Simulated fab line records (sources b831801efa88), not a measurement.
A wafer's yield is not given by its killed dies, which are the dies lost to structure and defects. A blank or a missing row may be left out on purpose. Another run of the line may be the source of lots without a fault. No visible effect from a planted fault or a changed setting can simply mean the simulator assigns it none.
Comparing a struck lot with a sound one :: flow sfqLine :: 21 steps out of a route of 325
Sound: these wafers, L829.3, L829.4, L829.6. Wafers struck: L838.1, L838.2, L838.5. At the end, the cause is stated.
Per side, at each step with rows, come the tool, then ch with its chambers, and then its first start. Under that, the readings that differ: sound wafers :: struck wafers :: difference of the means :: sigmas: that difference in standard deviations of wafers without a fault.
alike: words and numbers the same on both sides, and readings whose means are apart by under 2 such deviations; not compared: readings that were withheld, readings missing a value for some wafer, numbers with overlapping values and no deviation given by the record, and bounds like >300 which may hide the same value.
A row with sigmas, a row that says differs or no value, or rows on one side alone: a step with any of these is where the two part. When numbers do not overlap yet have no deviation, they are printed without sigmas and do not part them. A reading that every wafer of one side lacks parts them only if that side has two wafers or more.

first, 3 steps without rows for these wafers: SFQ_TRILAYER_M3_LITHO_EXPOSE_076 (exposes mask M3, target cd 500 nm); SFQ_TRILAYER_M3_LITHO_PEB_078 (peb time 60 s); SFQ_TRILAYER_M3_LITHO_DEVELOP_077 (time 60 s).
SFQ_M3_OVL_MEAS_921:
  sound on overlay-01 at day 44 03:26; struck on overlay-01 at day 51 18:23
  alike: M3_OVL
SFQ_TRILAYER_M3_BARC_OPEN_METAL_ETCH_100: etches BARC in O2, target depth 125 nm, time 41.7 s.
  sound on rieMetal-03 ch 0, day 44 03:30; struck on rieMetal-02 ch 0,1, day 51 18:26
  alike: chamberPressureMTorr, drypumpMotorCurrentA, oesProductAu
  not compared: rfHoursCounterH
then, 1 step without rows for these wafers: SFQ_TRILAYER_M3_ETCH_METAL_ETCH_078 (etches Nb in Cl2/Ar, stops on SiO2, target depth 240 nm, time 120 s).
SFQ_TRILAYER_M3_STRIP_STRIP_079: strips in O2.
  sound on rieMetal-03 ch 0, day 44 04:14; struck on rieMetal-02 ch 0,1, day 51 18:37
  alike: chamberPressureMTorr, drypumpMotorCurrentA, oesProductAu
  not compared: rfHoursCounterH
then, 1 step without rows for these wafers: SFQ_TRILAYER_M3_STRIP_SOLV_CLEAN_080 (cleans in NMP, time 600 s).
SFQ_TRILAYER_I3_DEP_PECVD_081: deposits SiO2 from SiH4/N2O, time 111.11 s, target thk 500 nm.
  sound on pecvd-01 ch 0,1,2, day 44 05:13; struck on pecvd-02 ch 0,1, day 51 19:23
  alike: heaterPowerW, showerheadVppV, throttleValvePct
SFQ_TRILAYER_I3_CMP_CMP_082: polishes SiO2.
  sound on cmp-01 ch 0,1,3, day 44 15:56; struck on cmp-02 ch 0,1,2, day 52 08:29
  alike: motorCurrentA, timeToEndpointS
SFQ_I3_BOW_MEAS_922:
  sound on filmMetro-04 at day 44 18:40; struck on filmMetro-02 at day 52 10:29
  alike: I3_BOW
next, for these wafers, 1 step has no rows: SFQ_TRILAYER_I3_METRO_MEASURE_083.
SFQ_TRILAYER_I3_VIA_LITHO_COAT_090: resist thk 62 nm.
  sound on lithoTrack-02 ch 0, day 44 20:03; struck on lithoTrack-04 ch 0, day 52 11:49
reading: spinSpeedRpm (rpm)
sound: 2999.3 3000.1 3001.6
struck: 2955.1 2952.9 2953.7
difference: -46.4
sigmas: -23

reading: model.BARC_of_TRILAYER_I3_VIA_LITHO_COAT_090.thkNm (nm)
sound: 62.11 61.99 62.22
struck: 62.24 62.58 62.45
difference: +0.32
sigmas: 
then, 5 steps without rows for these wafers: SFQ_TRILAYER_I3_VIA_LITHO_COAT_085 (resist thk 650 nm); SFQ_TRILAYER_I3_VIA_LITHO_SOFTBAKE_089; SFQ_TRILAYER_I3_VIA_LITHO_EXPOSE_086 (exposes mask I3, target cd 500 nm); SFQ_TRILAYER_I3_VIA_LITHO_PEB_088 (peb time 60 s); SFQ_TRILAYER_I3_VIA_LITHO_DEVELOP_087 (time 60 s).
-- the record jumps here: 5 days lie between the struck wafers' starts before and after --
SFQ_I3_OVL_MEAS_923:
  sound on overlay-01 at day 44 22:46; struck on overlay-02 at day 56 23:56
  alike: I3_OVL
SFQ_TRILAYER_I3_VIA_BARC_OPEN_VIA_ETCH_121: etches BARC in O2, target depth 125 nm, time 41.7 s.
  sound on rieDiel-03 ch 1,2, day 44 22:49; struck on rieDiel-04 ch 0,1, day 56 23:58
reading: model.etch.depthNm (nm)
sound: 62.11 61.99 62.22
struck: 62.24 62.58 62.45
difference: +0.32
sigmas: 
  alike: chamberPressureMTorr, drypumpMotorCurrentA, oesProductAu
  not compared: rfHoursCounterH
SFQ_TRILAYER_I3_VIA_ETCH_VIA_ETCH_088: etches SiO2 in CHF3, stops on Nb, target depth 260 nm.
  sound on rieDiel-03 ch 1,2, day 44 22:55; struck on rieDiel-04 ch 0,1, day 57 00:01
  alike: chamberPressureMTorr, drypumpMotorCurrentA, oesProductAu

## WHERE THEY PART
Only at SFQ_TRILAYER_I3_VIA_LITHO_COAT_090, within this record. Later steps at which nothing parts them and some readings are alike: SFQ_I3_OVL_MEAS_923, SFQ_TRILAYER_I3_VIA_BARC_OPEN_VIA_ETCH_121, SFQ_TRILAYER_I3_VIA_ETCH_VIA_ETCH_088.

WHY: whatever the simulator had introduced
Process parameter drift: lithoTrack-04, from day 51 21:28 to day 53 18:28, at SFQ_TRILAYER_I3_VIA_LITHO_COAT_090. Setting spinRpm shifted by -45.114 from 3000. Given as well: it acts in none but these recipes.
